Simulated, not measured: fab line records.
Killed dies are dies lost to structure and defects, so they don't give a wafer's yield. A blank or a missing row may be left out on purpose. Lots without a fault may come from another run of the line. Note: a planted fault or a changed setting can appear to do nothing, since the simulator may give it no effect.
Which of the tools did it? || flow sky130 || 11 lots, 33 wafers sampled, at 3 steps of a route of 708

== WHAT THE GAUGES SHOWED, per wafer ==
SKY_SD_P_CD_MEAS_07: target cd 380 nm.
{"lot": "L214", "measured": "day 25 15:46", "on": "cdSem-02", "cdNm (nm)": "383.8 385.7 382.8"}
{"lot": "L218", "measured": "day 26 16:40", "on": "cdSem-01", "cdNm (nm)": "380.1 380.2 382.7"}
{"lot": "L222", "measured": "day 28 04:52", "on": "cdSem-02", "cdNm (nm)": "- - -"}
{"lot": "L221", "measured": "day 28 04:26", "on": "cdSem-02", "cdNm (nm)": "384.2 381.2 384.0"}
{"lot": "L223", "measured": "day 28 13:26", "on": "cdSem-01", "cdNm (nm)": "- - -"}
{"lot": "L230", "measured": "day 31 00:55", "on": "cdSem-02", "cdNm (nm)": "376.9 377.2 374.6"}
{"lot": "L232", "measured": "day 31 06:27", "on": "cdSem-01", "cdNm (nm)": "384.0 381.8 380.8"}
{"lot": "L233", "measured": "day 31 15:43", "on": "cdSem-02", "cdNm (nm)": "379.1 380.8 379.1"}
{"lot": "L234", "measured": "day 32 07:23", "on": "cdSem-02", "cdNm (nm)": "379.7 377.6 378.9"}
{"lot": "L235", "measured": "day 32 10:19", "on": "cdSem-01", "cdNm (nm)": "378.7 380.2 379.5"}
{"lot": "L236", "measured": "day 32 18:20", "on": "cdSem-01", "cdNm (nm)": "378.1 379.5 378.0"}

== TOOL THAT RAN EACH LOT (tool first, then ch and the chambers of the sampled wafers, then the start) ==
{"lot": "L214", "SKY_POLY_CUT_ETCH_11": "rieDiel-03 ch 0,1,2, day 24 09:40", "SKY_SD_P_COAT_02": "lithoTrack-04 ch 0, day 25 00:50"}
{"lot": "L218", "SKY_POLY_CUT_ETCH_11": "rieDiel-02 ch 1,2,3, day 25 12:05", "SKY_SD_P_COAT_02": "lithoTrack-02 ch 0, day 26 02:10"}
{"lot": "L222", "SKY_POLY_CUT_ETCH_11": "rieDiel-03 ch 0,3, day 27 01:28", "SKY_SD_P_COAT_02": "lithoTrack-02, day 27 14:55"}
{"lot": "L221", "SKY_POLY_CUT_ETCH_11": "rieDiel-01 ch 0,1,2, day 27 01:07", "SKY_SD_P_COAT_02": "lithoTrack-02 ch 0, day 27 14:19"}
{"lot": "L223", "SKY_POLY_CUT_ETCH_11": "rieDiel-03 ch 1,3, day 27 09:46", "SKY_SD_P_COAT_02": "lithoTrack-04, day 27 23:46"}
{"lot": "L230", "SKY_POLY_CUT_ETCH_11": "rieDiel-02 ch 0,1,2, day 29 23:29", "SKY_SD_P_COAT_02": "lithoTrack-02 ch 0, day 30 11:44"}
{"lot": "L232", "SKY_POLY_CUT_ETCH_11": "rieDiel-03 ch 1,3, day 30 04:47", "SKY_SD_P_COAT_02": "lithoTrack-04 ch 0, day 30 17:40"}
{"lot": "L233", "SKY_POLY_CUT_ETCH_11": "rieDiel-01 ch 0,2,3, day 30 13:28", "SKY_SD_P_COAT_02": "lithoTrack-04 ch 0, day 31 02:37"}
{"lot": "L234", "SKY_POLY_CUT_ETCH_11": "rieDiel-02 ch 0,3, day 31 04:21", "SKY_SD_P_COAT_02": "lithoTrack-02 ch 0, day 31 17:14"}
{"lot": "L235", "SKY_POLY_CUT_ETCH_11": "rieDiel-02 ch 1,2, day 31 07:17", "SKY_SD_P_COAT_02": "lithoTrack-04 ch 0, day 31 20:43"}
{"lot": "L236", "SKY_POLY_CUT_ETCH_11": "rieDiel-01 ch 1,2, day 31 15:44", "SKY_SD_P_COAT_02": "lithoTrack-04 ch 0, day 32 04:31"}
- SKY_POLY_CUT_ETCH_11: etches Si3N4 in CF4/CH2F2/Ar, stops on poly-Si, time 42.5 s, target depth 60 nm.
- SKY_SD_P_COAT_02: resist thk 1140 nm.

== THE ANSWER, worked out from the rows above alone ==
Rule: what is usual is taken from the lots themselves. Put in order of their means at a reading, lots are off if they are a third of the lots or fewer, leave a main group of 4 or more, and stand apart from it by a gap of 3 or more times the standard deviation of the main group's means; of several such gaps the widest counts. A main group is skipped when, at the precision printed for the reading in the tables above, its means are all equal. A lot without any number at a reading at which 4 lots or more have one is off too. All remaining lots with rows at the step are treated as sound.
Off: L222, L223 (SKY_SD_P_CD_MEAS_07, cdNm). Without a number there: L222, L223. The main group has a mean of 380.3 nm with a standard deviation of 2.4.
A tool fits if, at a process step before that reading, it ran every lot that is off, and no sound lot after the first of them. Gauges at SKY_SD_P_CD_MEAS_07: tried the same way as those tools. No candidate that was tried fits.

== WHAT WAS PUT IN BY THE SIMULATOR ==
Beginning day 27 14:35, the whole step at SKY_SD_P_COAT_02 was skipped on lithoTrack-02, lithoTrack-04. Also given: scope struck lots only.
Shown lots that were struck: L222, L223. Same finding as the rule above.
